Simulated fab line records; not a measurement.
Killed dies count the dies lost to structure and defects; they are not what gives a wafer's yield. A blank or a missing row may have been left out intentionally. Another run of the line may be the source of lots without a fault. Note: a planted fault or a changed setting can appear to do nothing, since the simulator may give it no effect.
Which tool is to blame? ; flow sky130 ; 13 lots with 39 wafers sampled at 2 steps, on a route of 708 steps

## WHAT THE GAUGES READ, wafer by wafer
SKY_DNWELL_TW_MEAS_09.
lot;measured;on;DNWELL_TW
L411;day 3 14:50;film_metro-02;1110 1107 1112
L413;day 4 03:17;film_metro-01;1118 1112 1111
L414;day 4 09:23;film_metro-02;1114 1118 1111
L415;day 4 14:43;film_metro-02;1114 1114 1114
L416;day 4 20:23;film_metro-01;1119 1116 1116
L417;day 5 02:16;film_metro-03;1120 1125 1121
L418;day 5 04:39;film_metro-01;1117 1119 1116
L423;day 6 06:39;film_metro-03;1117 1113 1119
L424;day 6 13:50;film_metro-02;1118 1113 1113
L426;day 7 00:04;film_metro-02;1116 1116 1118
L427;day 7 05:06;film_metro-03;1109 1104 1108
L429;day 7 14:34;film_metro-03;1120 1111 1113
L431;day 8 03:12;film_metro-02;1116 1115 1115

SKY_VT_ADJUST_LVTN_TW_MEAS_10.
lot;measured;on;VT_ADJUST_LVTN_TW
L411;day 8 00:16;film_metro-03;244.1 243.5 243.0
L413;day 8 01:40;film_metro-03;243.1 241.9 244.6
L414;day 8 17:20;film_metro-04;243.0 244.9 242.6
L415;day 8 18:34;film_metro-04;242.7 243.9 243.6
L416;day 8 21:23;film_metro-04;243.8 242.9 244.1
L417;day 9 06:37;film_metro-02;243.3 243.7 242.5
L418;day 9 14:16;film_metro-02;244.0 242.1 243.7
L423;day 10 17:35;film_metro-03;242.1 241.6 242.9
L424;day 11 02:40;film_metro-04;244.8 244.8 243.7
L426;day 11 17:49;film_metro-02;242.8 241.9 243.4
L427;day 11 20:53;film_metro-03;242.0 242.2 242.7
L429;day 12 08:10;film_metro-03;242.7 243.0 240.9
L431;day 12 23:08;film_metro-02;244.5 243.1 244.9

## TOOL THAT RAN EACH LOT (tool first, then ch and the chambers of the sampled wafers, then the start)
No process step before these readings appears in the record.

## WHAT THE TOOLS THEMSELVES READ (means of the sampled wafers that have a number; where no wafer has one, the mark that the record gives instead)
The record holds no such reading with a usual standard deviation.

## THE ANSWER, worked out from the rows above alone
Rule: the lots themselves supply what counts as usual. The widest of any qualifying gaps counts: lots, ordered by their means at a reading, are off when they make up no more than a third of the lots, leave a main group of 4 or more, and stand apart from it by 3 or more times the standard deviation of that group's means. The tables above print the reading to a certain number of digits; a main group whose means all agree to those digits is not used. A lot without any number at a reading at which 4 lots or more have one is off too. The other lots that the step has rows for count as sound. First the gauges in route order, then the tools' own readings, where a lot's mean is used as printed above. At the first step where some lot is off, the reading lying furthest off is the one used; lots without a number count as furthest.
Nothing can be told from this: no lot is off at any reading shown.

## WHAT THE SIMULATOR HAD PUT IN
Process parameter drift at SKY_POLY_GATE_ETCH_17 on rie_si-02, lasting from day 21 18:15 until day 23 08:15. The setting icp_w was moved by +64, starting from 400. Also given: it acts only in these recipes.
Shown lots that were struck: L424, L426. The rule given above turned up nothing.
